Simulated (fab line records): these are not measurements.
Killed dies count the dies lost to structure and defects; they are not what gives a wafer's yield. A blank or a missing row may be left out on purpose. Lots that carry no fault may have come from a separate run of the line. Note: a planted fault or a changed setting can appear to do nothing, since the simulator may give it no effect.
Which tool is to blame? | flow sky130 | Sampling: 12 lots, 36 wafers, 6 of 708 route steps

## WHAT THE GAUGES SHOWED, per wafer
SKY_GATE_OXIDE_THK_MEAS_02. Usual: GATE_OXIDE_OXIDATION_00_THK gives 10.36 nm (standard deviation 0.22).
lot  | measured     | on            | GATE_OXIDE_OXIDATION_00_THK (nm) | flag
L743 | day 13 11:02 | film-metro-03 | 10.68 10.60 10.68                |
L744 | day 13 11:03 | film-metro-04 | 10.24 10.34 10.27                |
L752 | day 16 03:54 | film-metro-04 | 10.09 10.16 10.22                |
L753 | day 16 08:58 | film-metro-01 | 10.06 9.94 10.04                 |
L755 | day 17 01:08 | film-metro-01 | 10.30 10.32 10.23                |
L756 | day 17 06:21 | film-metro-03 | 10.58 10.54 10.75                |
L759 | day 18 13:38 | film-metro-04 | 10.63 10.59 10.60                |
L761 | day 18 21:11 | film-metro-04 | 10.59 10.67 10.60                |
L762 | day 19 11:14 | film-metro-04 | 10.41 10.32 10.44                |
L763 | day 19 13:53 | film-metro-04 | 10.11 10.05 10.15                |
L764 | day 20 04:58 | film-metro-04 | 10.32 10.33 10.42                |
L766 | day 20 17:57 | film-metro-03 | 10.65 10.78 10.57                |

SKY_POLY_GATE_CD_MEAS_13: target cd 150 nm. Usual: 150.1 nm for cd-nm, sd 1.4.
lot  | measured     | on        | cd-nm (nm)        | flag
L743 | day 17 02:10 | cd-sem-02 | 149.0 149.4 149.1 |
L744 | day 17 04:49 | cd-sem-02 | 150.1 150.9 152.1 |
L752 | day 20 03:19 | cd-sem-01 | 149.1 149.5 149.5 |
L753 | day 20 08:49 | cd-sem-01 | 148.1 149.6 148.9 |
L755 | day 21 00:05 | cd-sem-02 | 151.3 149.6 150.1 |
L756 | day 21 11:19 | cd-sem-02 | 149.4 151.3 149.2 |
L759 | day 22 15:25 | cd-sem-02 | 149.0 149.2 149.1 |
L761 | day 22 23:23 | cd-sem-01 | 151.7 153.5 152.2 |
L762 | day 23 12:40 | cd-sem-01 | 149.7 150.2 148.8 |
L763 | day 23 14:12 | cd-sem-01 | 150.2 150.3 151.5 |
L764 | day 24 05:02 | cd-sem-02 | 151.4 150.8 150.7 |
L766 | day 24 18:17 | cd-sem-02 | 150.6 149.7 150.1 |

SKY_POLY_GATE_CD_MEAS_22. Usual: 149.7 nm for cd-nm, sd 2.5.
lot  | measured     | on        | cd-nm (nm)        | flag
L743 | day 17 04:59 | cd-sem-01 | 150.4 149.5 149.4 |
L744 | day 17 06:44 | cd-sem-02 | 149.6 149.8 150.9 |
L752 | day 20 06:17 | cd-sem-01 | 149.2 147.5 148.4 |
L753 | day 20 11:43 | cd-sem-01 | 146.5 150.1 149.0 |
L755 | day 21 01:57 | cd-sem-01 | 152.9 147.3 150.2 |
L756 | day 21 14:14 | cd-sem-02 | 147.2 150.8 144.9 |
L759 | day 22 17:16 | cd-sem-02 | 151.8 147.4 152.3 |
L761 | day 23 01:14 | cd-sem-02 | 149.8 151.6 150.7 |
L762 | day 23 14:33 | cd-sem-02 | 151.2 152.9 146.5 |
L763 | day 23 16:04 | cd-sem-01 | 148.8 147.3 148.5 |
L764 | day 24 06:54 | cd-sem-01 | 153.6 152.4 156.4 |
L766 | day 24 20:46 | cd-sem-02 | 149.7 148.9 147.6 |

SKY_LDD_N_OVL_MEAS_07. Usual: LDD_N_OVL gives -0.7 nm (standard deviation 1.4).
lot  | measured     | on         | LDD_N_OVL (nm) | flag
L743 | day 18 10:05 | overlay-01 | -1.1 0.4 0.4   |
L744 | day 18 12:24 | overlay-02 | 1.1 0.2 -2.6   |
L752 | day 21 12:53 | overlay-01 | -1.4 -1.4 -0.5 |
L753 | day 21 18:56 | overlay-01 | 1.7 -0.2 0.7   |
L755 | day 22 07:57 | overlay-01 | 0.4 1.1 -1.6   |
L756 | day 22 20:39 | overlay-01 | - - -          | OFF
L759 | day 23 22:45 | overlay-02 | -1.5 -2.8 -0.8 |
L761 | day 24 07:23 | overlay-02 | -0.4 0.5 -0.1  |
L762 | day 24 19:35 | overlay-01 | 0.8 -0.1 0.4   |
L763 | day 24 21:56 | overlay-02 | -2.2 -2.1 -3.5 |
L764 | day 25 12:41 | overlay-02 | -1.8 -2.4 -3.0 |
L766 | day 26 01:12 | overlay-01 | 0.2 1.7 0.4    |

SKY_LDD_N_TW_MEAS_17. Usual: LDD_N_TW gives 2585 (standard deviation 44).
lot  | measured     | on            | LDD_N_TW          | flag
L743 | day 18 11:25 | film-metro-02 | 2554 2566 2573    |
L744 | day 18 13:44 | film-metro-01 | 2563 2572 2574    |
L752 | day 21 14:14 | film-metro-01 | 2549 2568 2553    |
L753 | day 21 20:17 | film-metro-01 | 2539 2557 2556    |
L755 | day 22 09:17 | film-metro-02 | 2553 2567 2561    |
L756 | day 22 22:00 | film-metro-04 | 31 31 31 31 31 31 | OFF
L759 | day 24 00:05 | film-metro-04 | 2642 2639 2631    |
L761 | day 24 08:44 | film-metro-04 | 2655 2642 2646    |
L762 | day 24 20:56 | film-metro-01 | 2559 2558 2567    |
L763 | day 24 23:16 | film-metro-02 | 2526 2538 2534    |
L764 | day 25 14:02 | film-metro-02 | 2546 2543 2556    |
L766 | day 26 02:33 | film-metro-02 | 2554 2549 2554    |

## WHAT TOOL EACH LOT RAN ON (gives the tool, then ch and the chambers of the sampled wafers, and finally the start)
lot  | SKY_LDD_N_EXPOSE_04
L743 | iline-stepper-02 ch 0, day 17 19:02
L744 | iline-stepper-02 ch 0, day 17 21:58
L752 | iline-stepper-01 ch 0, day 20 21:15
L753 | iline-stepper-01 ch 0, day 21 03:26
L755 | iline-stepper-02 ch 0, day 21 17:06
L756 | iline-stepper-01 ch 0, day 22 05:16
L759 | iline-stepper-01 ch 0, day 23 07:58
L761 | iline-stepper-01 ch 0, day 23 16:35
L762 | iline-stepper-01 ch 0, day 24 05:42
L763 | iline-stepper-01 ch 0, day 24 07:28
L764 | iline-stepper-01 ch 0, day 24 21:38
L766 | iline-stepper-01 ch 0, day 25 11:32
- SKY_LDD_N_EXPOSE_04: exposes mask NTM, target cd 840 nm.

## AS READ BY THE TOOLS THEMSELVES (means over the sampled wafers that have a number; for cases with no such wafer, the mark the record gives instead)
SKY_LDD_N_EXPOSE_04. Usual: focus-offset-nm 0.1 nm, standard deviation 0.58; reticle-temp-C 22.98 C, standard deviation 0.1.
lot  | tool             | focus-offset-nm (nm) | reticle-temp-C (C) | flag
L743 | iline-stepper-02 | 0.2                  | 23.01              |
L744 | iline-stepper-02 | -0.1                 | 22.92              |
L752 | iline-stepper-01 | -0.5                 | 23.02              |
L753 | iline-stepper-01 | 0.3                  | 22.89              |
L755 | iline-stepper-02 | 0.4                  | 23.03              |
L756 | iline-stepper-01 | 0.5                  | 22.88              |
L759 | iline-stepper-01 | 0.2                  | 23.06              |
L761 | iline-stepper-01 | -0.3                 | 23.07              |
L762 | iline-stepper-01 | -0.1                 | 23.10              |
L763 | iline-stepper-01 | -0.2                 | 23.03              |
L764 | iline-stepper-01 | -0.3                 | 23.08              |
L766 | iline-stepper-01 | 0.5                  | 23.00              |

## THE ANSWER, worked out from the rows above alone
Rule: a lot is off if the mean of its wafers that have a number lies more than 3 standard deviations from the usual mean. A lot without any number at a reading at which 4 lots or more have one is off too. The other lots that the step has rows for count as sound. First the gauges in route order, then the tools' own readings, where a lot's mean is used as printed above. The first step at which some lot is off is used, and at that step the reading that is off furthest; a lot without a number counts as furthest.
Off: L756, seen at SKY_LDD_N_OVL_MEAS_07 (LDD_N_OVL). Without a number there: L756.
If a tool, at a process step before that reading, ran all the lots that are off and no sound lot after the first of them, it fits. The gauges at SKY_LDD_N_OVL_MEAS_07 aren't tried: what is off there is off at SKY_LDD_N_TW_MEAS_17 too, on other tools, and a gauge's error can't cause that. No candidate that was tried fits.

## WHAT THE SIMULATOR HAD PUT IN
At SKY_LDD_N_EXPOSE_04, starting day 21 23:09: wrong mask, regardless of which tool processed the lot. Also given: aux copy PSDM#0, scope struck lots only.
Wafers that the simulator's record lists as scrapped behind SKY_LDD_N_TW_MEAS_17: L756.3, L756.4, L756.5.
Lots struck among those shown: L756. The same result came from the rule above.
